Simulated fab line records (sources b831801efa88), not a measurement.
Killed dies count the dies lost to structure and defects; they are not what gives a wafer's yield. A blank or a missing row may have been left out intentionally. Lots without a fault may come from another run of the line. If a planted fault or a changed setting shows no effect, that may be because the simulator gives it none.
A struck lot beside a sound one ; flow sky130 ; 14 steps out of a route of 708
Sound: these wafers, L539.1, L539.5, L539.6. Struck: wafers L541.1, L541.3, L541.6. At the end, the cause is stated.
Order at every step that has rows: each side's tool, ch and its chambers, its first start. Under that, the readings that differ: sound wafers ; struck wafers ; difference of the means ; sigmas: that difference in standard deviations of wafers without a fault.
alike: same words and numbers on both sides, and readings whose means sit less than 2 such deviations apart. not compared: any withheld reading, any reading some wafer has no value for, any bound like >300 that may hide the same value, and any number with overlapping values for which the record gives no deviation.
The two part at a step that has a row with sigmas, a row that says differs or no value, or rows on one side only. Non-overlapping numbers with no deviation appear without sigmas and do not part them. A reading that every wafer of one side lacks parts them only if that side has two wafers or more.

first, 1 step without rows for these wafers: SKY_LOCAL_INTERCONNECT_CLEAN_18 (cleans in O3/DIW).
SKY_CONTACT_CVD_00: deposits Si3N4, target thk 75 nm.
  sound on pecvd-04 ch 0,1, day 31 11:32; struck on pecvd-03 ch 0,1, day 32 17:16
  alike: heater-power-w
SKY_CONTACT_THK_MEAS_01:
  sound on film-metro-01, day 31 11:34; struck on film-metro-02, day 32 17:19
  alike: CONTACT_CVD_00_THK
then, 1 step without rows for these wafers: SKY_CONTACT_HDPCVD_02 (deposits SiO2, target thk 565 nm, time 94.2 s).
SKY_CONTACT_THK_MEAS_03:
  sound on film-metro-03, day 31 11:42; struck on film-metro-03, day 32 17:26
  alike: CONTACT_HDPCVD_THK
SKY_CONTACT_CMP_04: polishes SiO2.
  sound on cmp-01 ch 0,1, day 31 11:46; struck on cmp-02 ch 0,3, day 32 17:30
  alike: motor-current-A, time-to-endpoint-s
SKY_CONTACT_BOW_MEAS_05:
  sound on film-metro-03, day 31 12:04; struck on film-metro-02, day 32 17:48
  alike: CONTACT_BOW
then, 4 steps without rows for these wafers: SKY_CONTACT_DEHYDRATE_06 (time 60 s); SKY_CONTACT_HMDS_07 (prime time 60 s); SKY_CONTACT_COAT_08 (resist thk 60 nm); SKY_CONTACT_COAT_09 (resist thk 450 nm).
SKY_CONTACT_SOFTBAKE_10: time 91.97 s.
  sound: litho-track-01 ch 0; struck: litho-track-03 ch 0
  alike: plate-sensor-t-centre-C, plate-sensor-t-edge-C
SKY_CONTACT_EXPOSE_11: exposes mask CTM1, target cd 170 nm.
  sound on krf-scanner-02 ch 0, day 32 02:09; struck on krf-scanner-02, day 33 07:34
  no value came back on the struck wafers for exposure-dose-mJ-cm2, focus-offset-nm (nm); on the sound wafers exposure-dose-mJ-cm2 reads 38.03 38.03 38.04
  alike: mask
then, 1 step without rows for these wafers: SKY_CONTACT_PEB_12.

## WHERE THEY PART
At SKY_CONTACT_EXPOSE_11 and nowhere else, as far as this record goes.

WHY: what the simulator had put in
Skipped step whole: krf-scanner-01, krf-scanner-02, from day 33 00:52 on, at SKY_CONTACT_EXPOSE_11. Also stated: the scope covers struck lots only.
